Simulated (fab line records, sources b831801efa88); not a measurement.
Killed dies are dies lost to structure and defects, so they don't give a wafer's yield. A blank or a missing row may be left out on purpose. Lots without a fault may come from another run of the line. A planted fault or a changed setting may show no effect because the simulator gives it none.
Which tool did it? | flow sfq_line | 14 lots, 41 wafers sampled, at 1 step of a route of 325

WHAT THE GAUGES READ, wafer by wafer
The record holds no reading of a measuring or inspecting step that can be judged against a usual standard deviation.

WHICH TOOL RAN EACH LOT (tool, then ch and the chambers of the sampled wafers, then the start)
lot  | SFQ_TRILAYER_I7_VIA_LITHO_PEB_190
L653 | litho_track-04 ch 0, day 69 08:25
L654 | litho_track-03 ch 0, day 70 04:49
L656 | litho_track-02 ch 0, day 70 08:17
L657 | litho_track-03 ch 0, day 70 13:11
L658 | litho_track-02 ch 0, day 70 15:37
L660 | litho_track-02 ch 0, day 70 19:10
L661 | litho_track-02 ch 0, day 70 20:22
L666 | litho_track-03 ch 0, day 71 03:34
L667 | litho_track-03 ch 0, day 71 04:47
L668 | litho_track-02 ch 0, day 71 08:25
L669 | litho_track-02 ch 0, day 71 20:34
L670 | litho_track-04 ch 0, day 71 21:46
L673 | litho_track-03 ch 0, day 74 05:56
L674 | litho_track-04 ch 0, day 74 07:18
- SFQ_TRILAYER_I7_VIA_LITHO_PEB_190: peb time 60 s.

WHAT THE TOOLS THEMSELVES READ (means of the sampled wafers that have a number; where no wafer has one, the mark that the record gives instead)
SFQ_TRILAYER_I7_VIA_LITHO_PEB_190.
lot  | tool           | exhaust_pa (Pa) | heater_power_total_W (W) | plate_temp_C (C)
L653 | litho_track-04 | 45.2            | 79.16                    | 114.94
L654 | litho_track-03 | 44.2            | 79.19                    | 115.23
L656 | litho_track-02 | 44.7            | 79.13                    | 115.14
L657 | litho_track-03 | 43.9            | 79.10                    | 114.83
L658 | litho_track-02 | 45.1            | 79.15                    | 115.16
L660 | litho_track-02 | 44.6            | 79.17                    | 115.09
L661 | litho_track-02 | 44.8            | 79.08                    | 114.97
L666 | litho_track-03 | 46.6            | 79.18                    | 115.12
L667 | litho_track-03 | 46.1            | 79.18                    | 115.05
L668 | litho_track-02 | 46.2            | 81.35                    | 117.54
L669 | litho_track-02 | 44.9            | 81.40                    | 117.63
L670 | litho_track-04 | 44.3            | 79.17                    | 114.89
L673 | litho_track-03 | 44.3            | 79.11                    | 115.09
L674 | litho_track-04 | 45.5            | 79.13                    | 115.05

THE ANSWER, worked out from the rows above alone
Rule: what is usual is taken from the lots themselves. Put in order of their means at a reading, lots are off if they are a third of the lots or fewer, leave a main group of 4 or more, and stand apart from it by a gap of 3 or more times the standard deviation of the main group's means; of several such gaps the widest counts. A main group whose means are all the same, to the digits that the tables above print for the reading, isn't used. A lot without any number at a reading at which 4 lots or more have one is off too. The other lots that the step has rows for count as sound. The gauges are gone through in route order, then the tools' own readings, and for those a lot's mean is taken as printed above. The first step at which some lot is off is used, and at that step the reading that is off furthest; a lot without a number counts as furthest.
Off: L668, L669, at SFQ_TRILAYER_I7_VIA_LITHO_PEB_190 (heater_power_total_W). The main group: mean 79.15 W, standard deviation 0.034.
A tool fits if, at that step or a process step before it, it ran every lot that is off, and no sound lot after the first of them. One fits: litho_track-02 at SFQ_TRILAYER_I7_VIA_LITHO_PEB_190. Its last sound lot is L661 (day 70 20:22), its first lot that is off L668 (day 71 08:25): a fault that began between those two fits.
The tool's own readings at SFQ_TRILAYER_I7_VIA_LITHO_PEB_190 bear it out: on the lots that are off they differ by more than 5 times the standard deviation of the sound lots' means. heater_power_total_W reads 81.38 W there against 79.15 W on the sound lots; plate_temp_C reads 117.59 C there against 115.05 C on the sound lots.

WHAT THE SIMULATOR HAD PUT IN
Process parameter drift: litho_track-02, from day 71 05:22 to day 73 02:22, at SFQ_TRILAYER_I7_VIA_LITHO_PEB_190. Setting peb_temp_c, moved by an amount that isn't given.
Lots struck among those shown: L668, L669. The rule above found the same.
